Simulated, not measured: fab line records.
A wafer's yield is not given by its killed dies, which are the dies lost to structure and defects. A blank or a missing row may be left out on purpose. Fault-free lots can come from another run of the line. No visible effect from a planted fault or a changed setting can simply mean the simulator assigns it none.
8D (eight disciplines) problem report, filled in by code + flow gf180mcu + the parts of the form that need people (team, actions taken, sign-off) are left out

## 1. THE PROBLEM
bias_w at GF_V5_ETCH_16 reads a mean of 96.6 W on 2 wafers of 2 lots; wafers without a fault read 100.0 W with a standard deviation of 0.34. Measured from the usual mean, that is -10 standard deviations.
The step: etches BARC in N2/H2.
First seen on wafer L874.1, day 32 11:10, on rie_diel-01. At this step, 39 wafers from 13 lots have a number in the record. The rule behind "out" and "out of limits": a value lying over 4 standard deviations away from the usual mean. Any other wafer with a number is counted as sound.

## 2. WHAT IT IS, AND WHAT IT ISN'T
| question                    | is                | is not                                                                                 |
|-----------------------------|-------------------|----------------------------------------------------------------------------------------|
| which readings at this step | bias_w            | drypump_motor_current_A, oes_product_au, throttle_valve_pct                            |
| which lots                  | L874, L875        | L856, L858, L859, L861, L862, L864, L865, L867, L876, L877, L878                       |
| which wafers of those lots  | L874.1, L875.3    | L874.5, L874.6, L875.1, L875.4                                                         |
| read on which tools         | rie_diel-01       | rie_diel-02, rie_diel-04                                                               |
| when                        | from day 32 11:10 | up to then (26 sound wafers); but 11 sound wafers of L875, L876, L877, L878 came after |

## 3. SUSPECTS, AND WHAT RULES EACH OUT
Counting: if a tool at a process step up to the reading ran every lot that is out, it stays a suspect. Sound lots after the first of them don't rule it out here, since some wafers of a struck lot are sound.
- rie_diel-01 at GF_V5_ETCH_16 (etches BARC in N2/H2): kept. Ran every lot that is out, first one L874 (day 32 11:10); last sound lot up to then L865 (day 30 08:01). Its own readings are out on those wafers: bias_w.
- Within rie_diel-01 at GF_V5_ETCH_16: the wafers that are out ran in chamber 3; their sound lot-mates ran in chambers 1, 2.
The count leaves rie_diel-01 at GF_V5_ETCH_16.

## 4. THE CAUSE (what the simulator had put in)
rie_diel-01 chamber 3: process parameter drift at GF_V5_ETCH_16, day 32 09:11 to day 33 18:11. A move of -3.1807 in setting bias_w, from 100. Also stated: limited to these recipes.
This tool alone remained once counting was done.

## 5. THE EFFECT CHAIN, in route order
Each row: a reading whose mean over the struck wafers that have a number lies more than 3 standard deviations from the usual. Readings are gone through only where the record gives a usual standard deviation; hours: the median, over the lots, of the time from a lot's start at the first step in this table giving one to that lot's start at this step; sigmas: the change measured in usual standard deviations.
| hours | step          | reading | usual   | on struck wafers | change | sigmas |
|-------|---------------|---------|---------|------------------|--------|--------|
| 0     | GF_V5_ETCH_16 | bias_w  | 100.0 W | 96.6             | -3.4   | -10    |
Its process steps:
- GF_V5_ETCH_16: etches BARC in N2/H2.
Later steps that measure or inspect, where all struck wafers having a row at the step show a number for every such reading and not one has moved that far: GF_V5_RS_MEAS_24, GF_V5_THK_MEAS_25.

## 6. HOW IT WOULD HAVE BEEN CAUGHT EARLIER
The fault began at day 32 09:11; the first out-of-limits reading in this record came at day 32 11:10, 2 hours later.
